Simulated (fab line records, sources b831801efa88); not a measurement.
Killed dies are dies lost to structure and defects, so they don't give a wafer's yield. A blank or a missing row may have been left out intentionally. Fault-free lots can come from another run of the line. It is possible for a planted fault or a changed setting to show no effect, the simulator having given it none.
Problem report in the 8D (eight disciplines) form, filled by code | flow sky130 | the parts of the form that need people (team, actions taken, sign-off) are left out

## 1. THE PROBLEM
Mean of dose-ions-cm2 at SKY_VT_ADJUST_LVTN_IMPLANT_08: 1.5034e+12 across 6 wafers in 2 lots; on wafers with no fault it is 1.5698e+12 (standard deviation 1.6e+09). That puts it -42 standard deviations away from the usual mean.
First seen on wafer L300.1, day 12 00:52, on implanter-03. At this step, 36 wafers from 12 lots have a number in the record. By rule, "out" or "out of limits" means more than 4 standard deviations away from the usual mean. The other wafers with a number count as sound.

## 2. WHAT IT IS; WHAT IT IS NOT
question                    | is                     | is not
which readings at this step | dose-ions-cm2          | -
which lots                  | L299, L300             | L283, L286, L287, L289, L291, L293, L298, L301, L303, L304
which wafers of those lots  | all that have a number | -
read on which tools         | implanter-03           | implanter-01, implanter-04
when                        | from day 12 00:52      | up to then (21 sound wafers); but 9 sound wafers of L301, L303, L304 came after

## 3. SUSPECTS, AND WHAT RULES EACH OUT
Counting: a tool stays on the suspect list if, at a process step up to the reading, it processed all lots that are out and no sound lot following the first of them.
- implanter-03 at SKY_VT_ADJUST_LVTN_IMPLANT_08: kept. It processed each lot that is out, first L300 at day 12 00:52, and no sound lot thereafter; up to then, the last sound lot it processed was L293 at day 9 18:32. On those wafers its own readings are out: dose-ions-cm2.
After counting, what remains is implanter-03 at SKY_VT_ADJUST_LVTN_IMPLANT_08.

## 4. THE CAUSE (what the simulator had put in)
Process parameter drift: implanter-03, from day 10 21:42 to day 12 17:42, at SKY_VT_ADJUST_LVTN_IMPLANT_08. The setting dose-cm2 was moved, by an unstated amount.
The count eliminated every tool but this one.

## 5. THE EFFECT CHAIN, in route order
One row per reading whose mean, taken over the struck wafers that have a number, lies over 3 standard deviations from the usual. Only readings whose record carries a usual standard deviation are examined. hours: median over the lots of the time between each lot's start at the first step of this table that gives one and its start at this step. sigmas: the change, counted in usual standard deviations.
hours | step                          | reading       | usual      | on struck wafers | change      | sigmas
0     | SKY_VT_ADJUST_LVTN_IMPLANT_08 | dose-ions-cm2 | 1.5698e+12 | 1.5034e+12       | -6.6400e+10 | -42
Here are the process steps it includes:
- SKY_VT_ADJUST_LVTN_IMPLANT_08
At these later measuring or inspecting steps, every struck wafer for which the step has a row has a number for every such reading, and none has moved that far: SKY_SD_N_TW_MEAS_12.

## 6. HOW IT WOULD HAVE BEEN CAUGHT EARLIER
The fault began at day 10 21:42; the first out-of-limits reading in this record came at day 12 00:52, 27 hours later.
